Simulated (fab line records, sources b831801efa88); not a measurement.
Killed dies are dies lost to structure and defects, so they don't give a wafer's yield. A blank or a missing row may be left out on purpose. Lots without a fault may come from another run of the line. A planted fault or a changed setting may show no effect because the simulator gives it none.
Chamber matching | flow sfq_line | SFQ_TRILAYER_I7_CMP_CMP_184 on cmp-02: 4 sister chambers
The step polishes SiO2. 4 wafers are shown with their chamber, then 7 later ones without.

WAFERS WITH THEIR CHAMBER
wafer  | chamber | motor_current_A (A)
L832.2 | 3       | 11.1
L835.6 | 0       | 9.9
L837.1 | 2       | 11.1
L837.3 | 1       | 10.0

WAFERS WITHOUT THEIR CHAMBER
wafer  | motor_current_A (A)
L837.6 | 11.1
L850.1 | 11.3
L850.3 | 9.7
L850.6 | 11.2
L853.2 | 10.3
L853.1 | 10.8
L853.6 | 10.4

WHICH CHAMBER EACH WENT THROUGH
wafer  | from the rows above               | in truth
L837.6 | can't be placed: 2 or 3           | 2
L850.1 | can't be placed: 2 or 3           | 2
L850.3 | can't be placed: 0 or 1           | 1
L850.6 | can't be placed: 2 or 3           | 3
L853.2 | can't be placed: 1 or 0           | 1
L853.1 | can't be placed: 2 or 3           | 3
L853.6 | can't be placed: 1 or 0 or 2 or 3 | 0
Placed correctly: 0 of 7. Can't be placed from these rows: 7 (the true chamber is among the candidates in 7). Placed wrongly: 0.
How it was worked out, from the rows above alone: a wafer's distance from a chamber is the root of the sum, over the readings, of the square of ((its reading less the chamber's mean) divided by the reading's scatter). The wafer belongs to the nearest chamber; if the next one is less than 2 further off, it can't be placed. A chamber's mean is the mean of its shown wafers. The scatter: with one shown wafer a chamber, the root of the mean of the squares of how far each hidden wafer lies from its nearest shown one.
